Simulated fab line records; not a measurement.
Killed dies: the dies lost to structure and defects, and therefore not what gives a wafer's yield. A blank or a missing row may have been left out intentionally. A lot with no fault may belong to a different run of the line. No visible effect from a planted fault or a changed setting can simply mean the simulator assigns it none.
fab line records	flow sky130
record lots=7	wafers=21	last_day=50
route steps=708 shown NWELL@82 PWDE@84 VT_ADJUST_HVTP@85 PAD_OPEN@708
lots with no fault: from the same line, run without faults
start_h: the number of hours between the record's first day and the start of the first shown wafer of the lot	wait_h: hours since the lot's step before	" identical to the entry in the row above	L1.1+2: a single row standing in for several wafers	- no value present, or no start provided	* or withheld: withheld	< > ~ a bound
route shown NAME@n: names a module that has steps shown in the file, with the first one's number in the route	usual: the fault-free wafers' mean and standard deviation	same: alike in all rows	chamber/n: place in a boat	sites: per-site readings	_std_site: how widely they spread, as a standard deviation	_edge_site: outer sites' mean less inner sites'	radius_mm: how far each site lies from the wafer's centre	mask NAME#n: copy n	behind: tool/chamber where the wafer was last shaped	hold: cause of the lot's hold/its duration in hours/its outcome	device: names the non-switching transistor (n, p or np)	end of line: the same wafers' tests at the end of the route	a step with no rows: only its recipe	killed: count of dies lost to structure and defects at first sort (not the wafer's yield)	map: shows each die of a wafer: x if killed, . if not, _ if none is there
set.NAME: setting as actually run; set.NAME@STEP: the setting as run at that earlier step	model.NAME: the simulator's own value behind a step, which no gauge read
lots seen at some steps along the route; tables by step, rows by wafer
services: the hour from which a tool's chamber was out of use, counted from the record's first day as start_h (under 0 if before that day), plus the number of hours and why
## steps
# step SKY_NWELL_RS_MEAS_29
# recipe thk_meas_gauge=four-point-probe
# usual NWELL_RS=624.4/1.6
lot.wafer	tool	chamber	start_h	wait_h	NWELL_RS[ohm/sq]
L902.1	film_metro-01	-	143.45	0.1	626.3
L902.2	"	-	"	"	625.7
L902.3	"	-	"	"	625.8
L904.1	film_metro-01	-	148.40	0.1	624.3
L904.2	"	-	"	"	623.6
L904.3	"	-	"	"	623.2
L910.1	film_metro-03	-	183.16	0.1	622.8
L910.2	"	-	"	"	623.2
L910.5	"	-	"	"	623.7
L913.3	film_metro-02	-	200.78	0.1	624.7
L913.4	"	-	"	"	625.6
L913.5	"	-	"	"	625.3
L918.1	film_metro-03	-	231.44	0.1	627.8
L918.2	"	-	"	"	628.8
L918.3	"	-	"	"	628.3
L919.2	film_metro-02	-	240.77	0.1	624.4
L919.5	"	-	"	"	624.3
L919.6	"	-	"	"	624.5
L920.1	film_metro-02	-	244.69	0.1	625.8
L920.4	"	-	"	"	624.5
L920.5	"	-	"	"	625.1
# step SKY_NWELL_RS_MEAS_31
# recipe thk_meas_gauge=four-point-probe
# usual PWDE_RS=5272/18
lot.wafer	tool	chamber	start_h	wait_h	PWDE_RS[ohm/sq]
L902.1	film_metro-01	-	143.69	0.1	5306
L902.2	"	-	"	"	5284
L902.3	"	-	"	"	5290
L904.1	film_metro-01	-	148.64	0.1	5261
L904.2	"	-	"	"	5257
L904.3	"	-	"	"	5265
L910.1	film_metro-03	-	183.40	0.1	5266
L910.2	"	-	"	"	5243
L910.5	"	-	"	"	5256
L913.3	film_metro-02	-	201.02	0.1	5267
L913.4	"	-	"	"	5260
L913.5	"	-	"	"	5268
L918.1	film_metro-03	-	231.68	0.1	5259
L918.2	"	-	"	"	5263
L918.3	"	-	"	"	5283
L919.2	film_metro-02	-	241.01	0.1	5275
L919.5	"	-	"	"	5295
L919.6	"	-	"	"	5279
L920.1	film_metro-02	-	244.93	0.1	5287
L920.4	"	-	"	"	5289
L920.5	"	-	"	"	5291
# step SKY_VT_ADJUST_HVTP_DEHYDRATE_00
# recipe temp_c=200	time_s=60
# step SKY_VT_ADJUST_HVTP_HMDS_01
# recipe prime_time_s=60	prime_temp_c=120
# step SKY_VT_ADJUST_HVTP_COAT_02
# recipe resist=NOVOLAK	spin_rpm=3000	resist_thk_nm=1140
# step SKY_VT_ADJUST_HVTP_SOFTBAKE_03
# recipe temp_c=90	time_s=60	resist=NOVOLAK
# step SKY_VT_ADJUST_HVTP_EXPOSE_04
# recipe mask_id=HVTPM	na=0.6	source_shape=conventional	sigma_outer=0.6	polarization=unpolarized	target_cd_nm=380	dose_mj=140
# step SKY_VT_ADJUST_HVTP_PEB_05
# recipe temp_c=withheld	time_s=*	resist=NOVOLAK
# step SKY_VT_ADJUST_HVTP_DEVELOP_06
# recipe resist=NOVOLAK	developer=TMAH	develop_time_s=60	dev_temp_c=22.5
# step SKY_VT_ADJUST_HVTP_CD_MEAS_07
# recipe target_cd_nm=380
# usual cd_nm=380.0/2.5
lot.wafer	tool	chamber	start_h	wait_h	cd_nm
L902.1	cd_sem-01	-	163.45	0.1	377.7
L902.2	"	-	"	"	374.2
L902.3	"	-	"	"	378.7
L904.1	cd_sem-01	-	169.04	0.1	380.3
L904.2	"	-	"	"	379.6
L904.3	"	-	"	"	379.2
L910.1	cd_sem-02	-	204.95	0.1	380.6
L910.2	"	-	"	"	382.1
L910.5	"	-	"	"	383.7
L913.3	cd_sem-02	-	223.14	0.1	378.5
L913.4	"	-	"	"	378.7
L913.5	"	-	"	"	378.1
L918.1	cd_sem-01	-	255.95	0.1	379.2
L918.2	"	-	"	"	380.0
L918.3	"	-	"	"	379.3
L919.2	cd_sem-01	-	266.01	0.1	378.2
L919.5	"	-	"	"	375.9
L919.6	"	-	"	"	375.0
L920.1	cd_sem-02	-	269.80	0.1	383.5
L920.4	"	-	"	"	380.9
L920.5	"	-	"	"	379.1
# step SKY_VT_ADJUST_HVTP_OVL_MEAS_08
# usual VT_ADJUST_HVTP_OVL=0.7/1.4
lot.wafer	tool	chamber	start_h	wait_h	VT_ADJUST_HVTP_OVL[nm]
L902.1	overlay-01	-	163.57	0.1	0.2
L902.2	"	-	"	"	-0.2
L902.3	"	-	"	"	0.4
L904.1	overlay-02	-	169.16	0.1	2.0
L904.2	"	-	"	"	0.5
L904.3	"	-	"	"	2.5
L910.1	overlay-01	-	205.07	0.1	-0.8
L910.2	"	-	"	"	-1.4
L910.5	"	-	"	"	-2.5
L913.3	overlay-02	-	223.23	0.1	0.7
L913.4	"	-	"	"	-0.5
L913.5	"	-	"	"	0.6
L918.1	overlay-01	-	256.07	0.1	-0.6
L918.2	"	-	"	"	2.5
L918.3	"	-	"	"	-0.4
L919.2	overlay-02	-	266.12	0.1	1.0
L919.5	"	-	"	"	1.3
L919.6	"	-	"	"	3.3
L920.1	overlay-01	-	269.92	0.1	3.7
L920.4	"	-	"	"	1.9
L920.5	"	-	"	"	2.0
# step SKY_VT_ADJUST_HVTP_IMPLANT_09
# recipe species=As	energy_kev=150	dose_cm2=4.3e+12	tilt_deg=withheld
# usual dose_ions_cm2=4.299e+12/4.5e+09	end_station_pressure_torr=5.05e-06/2.8e-07	faraday_current_uA=24.3/0.48
lot.wafer	tool	chamber	start_h	wait_h	dose_ions_cm2	end_station_pressure_torr	faraday_current_uA
L902.1	implanter-04	0	163.60	0.0	4.299e+12	5.09e-06	23.8
L902.2	"	0	"	"	4.297e+12	5.07e-06	24.0
L902.3	"	0	"	"	4.302e+12	4.7e-06	23.6
L904.1	implanter-04	0	169.20	0.0	4.301e+12	5.09e-06	24.1
L904.2	"	0	"	"	4.299e+12	5.01e-06	24.4
L904.3	"	0	"	"	4.301e+12	4.86e-06	23.9
L910.1	implanter-03	0	205.10	0.0	4.301e+12	4.89e-06	23.9
L910.2	"	0	"	"	4.296e+12	5.34e-06	24.0
L910.5	"	0	"	"	4.301e+12	5.24e-06	24.6
L913.3	implanter-04	0	223.30	0.1	4.297e+12	4.22e-06	23.4
L913.4	"	0	"	"	4.296e+12	4.58e-06	24.7
L913.5	"	0	"	"	4.297e+12	5.35e-06	24.5
L918.1	implanter-03	0	256.11	0.0	4.735e+12	4.68e-06	26.9
L918.2	"	0	"	"	4.726e+12	4.89e-06	26.5
L918.3	"	0	"	"	4.741e+12	5.18e-06	26.1
L919.2	implanter-03	0	266.17	0.0	4.746e+12	4.91e-06	27.8
L919.5	"	0	"	"	4.738e+12	5.29e-06	26.7
L919.6	"	0	"	"	4.742e+12	5.05e-06	26.5
L920.1	implanter-03	0	269.96	0.0	4.733e+12	5.02e-06	26.4
L920.4	"	0	"	"	4.733e+12	4.93e-06	27.5
L920.5	"	0	"	"	4.73e+12	5.39e-06	26.8
# step SKY_VT_ADJUST_HVTP_STRIP_10
# recipe chemistry=O2/N2	power_w=1400	pressure_mtorr=1500	platen_temp_c=withheld	o2_flow_sccm=3000	n2_flow_sccm=300	overash_fraction=0.5
# usual drypump_motor_current_A=6.2/0.44	oes_product_au=0.716/0.0044	strip_time_to_endpoint_s=14.17/0.035
lot.wafer	tool	chamber	start_h	wait_h	drypump_motor_current_A	oes_product_au	rf_hours_counter_h	strip_time_to_endpoint_s
L902.1	plasma_asher-04	1	163.75	0.1	6.8	0.714	47	14.22
L902.2	"	0	"	"	6.3	0.724	47	14.22
L902.3	"	0	"	"	6.3	0.720	-	14.24
L904.1	plasma_asher-01	0	169.35	0.1	5.7	0.713	50	14.15
L904.2	"	1	"	"	6.3	0.719	50	14.19
L904.3	"	1	"	"	6.3	0.720	-	14.23
L910.1	plasma_asher-04	0	205.25	0.1	6.3	0.716	51	14.12
L910.2	"	1	"	"	6.8	0.719	51	14.16
L910.5	"	1	"	"	6.8	0.715	-	14.14
L913.3	plasma_asher-02	1	223.44	0.1	6.0	0.712	-	14.18
L913.4	"	0	"	"	5.4	0.717	-	14.21
L913.5	"	0	"	"	5.4	0.725	-	14.17
L918.1	plasma_asher-01	1	256.26	0.1	6.3	0.719	59	14.18
L918.2	"	0	"	"	5.7	0.719	59	14.17
L918.3	"	0	"	"	5.7	0.717	-	14.17
L919.2	plasma_asher-04	0	266.30	0.1	6.3	0.715	57	14.19
L919.5	"	1	"	"	6.8	0.716	-	14.15
L919.6	"	0	"	"	6.3	0.707	-	14.20
L920.1	plasma_asher-04	1	270.11	0.1	6.8	0.718	57	14.16
L920.4	"	0	"	"	6.3	0.718	-	14.20
L920.5	"	0	"	"	6.3	0.714	-	14.23
# step SKY_PAD_OPEN_PROBE_99
# usual killed_at_M0_to_M3=44/6.7	killed_at_M4_up=3.1/1.8	killed_at_contacts=24/5.1	killed_at_front_end=16/4.7	killed_at_other=0.3/0.59	killed_dies=88/9.6	killed_open=48/7.3	killed_short=39/6.5
# same gross_dies=492	killed_at_back_side=0
lot.wafer	tool	chamber	start_h	wait_h	killed_at_M0_to_M3	killed_at_M4_up	killed_at_contacts	killed_at_front_end	killed_at_other	killed_dies	killed_open	killed_short	model.etest.tip_p.rs_ohm_sq	model.etest.pfet_01v8.r_on_ohm_um	model.etest.pfet_01v8.drive_ua_um	model.etest.pfet_01v8_mvt.drive_ua_um	model.etest.pfet_01v8_hvt.drive_ua_um	model.etest.pfet_01v8_mvt.off_log10_a_um	model.etest.pfet_01v8.off_log10_a_um	model.etest.sram_pfet_latch.off_log10_a_um
L902.1	prober-01	-	1121.46	0.1	50	1	28	25	0	104	55	48	6859	2868	196.3	153	145.3	-10.65	-9.425	-12.67
L902.2	prober-01	-	1121.51	0.1	47	2	22	20	0	91	55	35	6902	2942	190.2	150.6	143.4	-10.77	-9.919	-12.67
L902.3	prober-01	-	1121.56	0.2	51	3	31	27	0	112	64	48	6932	2915	191	152.1	142.6	-10.71	-9.749	-12.77
L904.1	prober-02	-	1128.92	0.1	44	1	30	16	0	91	47	44	6899	2902	193.2	152.5	143.2	-10.71	-9.663	-13.02
L904.2	prober-02	-	1128.97	0.1	41	6	28	16	0	91	42	48	6991	2878	195.2	152.3	145.2	-10.71	-9.644	-12.68
L904.3	prober-02	-	1129.02	0.2	44	4	27	21	0	96	50	46	6948	2798	203.1	155.3	151	-10.71	-9.241	-12.49
L910.1	prober-02	-	1158.21	0.1	50	1	33	21	0	105	49	56	6858	2994	185.8	148	137.7	-10.79	-9.78	-12.81
L910.2	prober-02	-	1158.26	0.1	41	1	32	16	1	91	47	44	6830	2967	185	149.4	138.2	-10.64	-10	-13.11
L910.5	prober-02	-	1158.41	0.2	47	2	35	6	0	90	60	30	6806	2960	189	149.6	139.3	-10.62	-9.948	-12.89
L918.1	prober-02	-	1197.42	0.1	47	3	35	9	0	94	50	44	7137	2976	182.3	140.3	136.7	-11.89	-10.65	-13.28
L918.2	prober-02	-	1197.47	0.1	38	1	25	19	0	83	48	34	7221	3001	181	140.7	135.9	-11.99	-10.96	-13.21
L919.2	prober-01	-	1198.56	0.1	36	4	30	19	1	90	50	38	7032	2969	183.5	145.7	138.2	-11.43	-10.44	-13.13
L919.5	prober-01	-	1198.71	0.2	37	5	26	11	1	80	42	37	7042	3087	174.7	139.2	129.7	-11.38	-10.8	-13.21
L919.6	prober-01	-	1198.76	0.2	42	3	21	13	0	79	33	45	7033	3058	176.7	142.2	131.4	-11.45	-10.96	-13.23
L920.1	prober-02	-	1204.97	0.1	41	3	33	10	0	87	56	31	7210	2984	181.5	142	137.3	-11.61	-10.59	-13.03
L920.4	prober-02	-	1205.12	0.2	54	1	31	16	0	102	57	45	7150	2950	186.6	142.2	139.5	-11.38	-10.32	-12.87
L920.5	prober-02	-	1205.17	0.2	45	4	28	15	0	92	57	35	7159	2942	186.8	143.4	139.8	-11.35	-10.37	-12.79
# killed by level:class
L902.1 VIA1:geometric_particle:open=16 CONTACT:geometric_particle:open=10 VIA3:geometric_particle:open=9 POLY_GATE:geometric_particle:open=8 CONTACT:geometric_particle:short=7 METAL1:geometric_particle:short=6 METAL3:geometric_particle:short=6 FIELD_ISO:geometric_particle:short=5
L902.2 VIA1:geometric_particle:open=12 CONTACT:geometric_particle:open=8 VIA3:geometric_particle:open=8 LI_CONTACT:geometric_particle:open=7 FIELD_ISO:geometric_particle:short=6 METAL2:geometric_particle:short=6 FIELD_ISO:geometric_particle:open=5 VIA1:geometric_particle:short=5
L902.3 CONTACT:geometric_particle:open=10 VIA1:geometric_particle:open=10 VIA3:geometric_particle:open=9 FIELD_ISO:geometric_particle:open=8 POLY_GATE:geometric_particle:open=8 METAL1:geometric_particle:short=7 LOCAL_INTERCONNECT:geometric_particle:short=7 VIA1:geometric_particle:short=7
L904.1 CONTACT:geometric_particle:short=9 CONTACT:geometric_particle:open=9 VIA2:geometric_particle:open=8 LI_CONTACT:geometric_particle:open=7 METAL1:geometric_particle:short=7 VIA3:geometric_particle:open=7 VIA2:geometric_particle:short=5 VIA1:geometric_particle:open=5
L904.2 CONTACT:geometric_particle:open=12 METAL1:geometric_particle:short=8 VIA1:geometric_particle:open=7 CONTACT:geometric_particle:short=6 FIELD_ISO:geometric_particle:open=5 VIA3:geometric_particle:open=5 VIA2:geometric_particle:open=5 METAL4:geometric_particle:short=5
L904.3 LI_CONTACT:geometric_particle:open=9 METAL1:geometric_particle:short=9 POLY_GATE:geometric_particle:short=8 VIA1:geometric_particle:open=8 LOCAL_INTERCONNECT:geometric_particle:short=7 CONTACT:geometric_particle:open=7 POLY_GATE:geometric_particle:open=6 VIA2:geometric_particle:open=6
L910.1 METAL1:geometric_particle:short=10 LI_CONTACT:geometric_particle:open=10 LOCAL_INTERCONNECT:geometric_particle:short=8 CONTACT:geometric_particle:open=7 VIA1:geometric_particle:open=7 VIA3:geometric_particle:open=7 POLY_GATE:geometric_particle:short=6 METAL1:geometric_particle:open=6
L910.2 CONTACT:geometric_particle:open=12 VIA1:geometric_particle:open=11 CONTACT:geometric_particle:short=7 LI_CONTACT:geometric_particle:open=6 VIA1:geometric_particle:short=6 FIELD_ISO:geometric_particle:open=5 LI_CONTACT:geometric_particle:short=4 METAL2:geometric_particle:open=4
L910.5 CONTACT:geometric_particle:open=22 VIA1:geometric_particle:open=12 LI_CONTACT:geometric_particle:open=8 VIA1:geometric_particle:short=6 VIA3:geometric_particle:open=6 VIA2:geometric_particle:open=5 POLY_GATE:geometric_particle:short=4 METAL2:geometric_particle:short=4
L918.1 CONTACT:geometric_particle:open=16 VIA1:geometric_particle:open=15 LOCAL_INTERCONNECT:geometric_particle:short=7 VIA2:geometric_particle:open=7 METAL2:geometric_particle:short=6 VIA2:geometric_particle:short=5 CONTACT:geometric_particle:short=4 VIA1:geometric_particle:short=4
L918.2 CONTACT:geometric_particle:open=11 VIA1:geometric_particle:open=9 VIA1:geometric_particle:short=7 FIELD_ISO:geometric_particle:short=6 LI_CONTACT:geometric_particle:open=6 FIELD_ISO:geometric_particle:open=5 VIA2:geometric_particle:open=5 VIA3:geometric_particle:open=5
L919.2 LI_CONTACT:geometric_particle:open=10 CONTACT:geometric_particle:short=8 VIA3:geometric_particle:open=8 VIA1:geometric_particle:open=7 VIA2:geometric_particle:open=7 CONTACT:geometric_particle:open=6 METAL2:geometric_particle:short=6 POLY_GATE:geometric_particle:open=5
L919.5 LI_CONTACT:geometric_particle:open=9 CONTACT:geometric_particle:open=7 VIA3:geometric_particle:open=6 METAL1:geometric_particle:short=6 VIA1:geometric_particle:open=6 VIA2:geometric_particle:short=5 LI_CONTACT:geometric_particle:short=4 CONTACT:geometric_particle:short=4
L919.6 METAL1:geometric_particle:short=9 VIA1:geometric_particle:open=8 FIELD_ISO:geometric_particle:short=5 LOCAL_INTERCONNECT:geometric_particle:short=5 CONTACT:geometric_particle:short=5 VIA2:geometric_particle:open=5 VIA3:geometric_particle:open=5 LI_CONTACT:geometric_particle:open=4
L920.1 CONTACT:geometric_particle:open=14 VIA1:geometric_particle:open=10 VIA2:geometric_particle:open=8 LI_CONTACT:geometric_particle:open=7 VIA3:geometric_particle:open=7 VIA3:geometric_particle:short=5 FIELD_ISO:geometric_particle:open=4 LOCAL_INTERCONNECT:geometric_particle:short=4
L920.4 VIA1:geometric_particle:open=12 CONTACT:geometric_particle:open=11 LI_CONTACT:geometric_particle:open=9 VIA1:geometric_particle:short=8 VIA3:geometric_particle:open=8 VIA2:geometric_particle:short=6 CONTACT:geometric_particle:short=5 VIA2:geometric_particle:open=5
L920.5 LI_CONTACT:geometric_particle:open=13 VIA1:geometric_particle:open=9 CONTACT:geometric_particle:open=7 VIA2:geometric_particle:open=7 VIA3:geometric_particle:open=6 FIELD_ISO:geometric_particle:short=5 CONTACT:geometric_particle:short=5 METAL1:geometric_particle:short=5
## services
tool	chamber	start_h	hours	kind
plasma_asher-01	-	146.01	2.8	pm
plasma_asher-01	-	161.33	1.3	repair
implanter-03	-	161.96	5.5	repair
implanter-03	-	170.29	3.8	repair
plasma_asher-02	-	203.30	2.8	pm
implanter-03	-	226.43	4.3	repair
implanter-04	-	241.55	2.2	repair
implanter-04	-	252.06	2.3	repair
## key
first_sign step=SKY_VT_ADJUST_HVTP_IMPLANT_09	reading=dose_ions_cm2	direction=up	sigmas=97	usual=*	struck=*
effect step=SKY_VT_ADJUST_HVTP_IMPLANT_09	reading=faraday_current_uA	direction=up	sigmas=5.3	usual=24.3	struck=26.8
model_effect step=SKY_PAD_OPEN_PROBE_99	value=etest.tip_p.rs_ohm_sq	without=6859	struck=7123
met_at SKY_VT_ADJUST_HVTP_IMPLANT_09
struck_wafers L918.1,L918.2,L918.3,L919.2,L919.5,L919.6,L920.1,L920.4,L920.5
rows_end L918.3
tester_left_out L918,L919,L920
onset_between 205.10 256.11
fault kind=process_parameter_drift	tool=implanter-03	chamber=-	onset_h=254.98	steps=SKY_VT_ADJUST_HVTP_IMPLANT_09	channel=dose_cm2	offset=*	shape=step	end_h=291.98	acts_in=*	stated=*
# tester_left_out: of these lots the tester's yield and bins aren't shown, on N5 and GAA mostly nor the transistor test; their killed dies are dies lost to structure and defects alone, not to doping, threshold or leakage, so they don't give the yield
# rows_end: these wafers met a further fault down the route, and their rows from its step on are left out
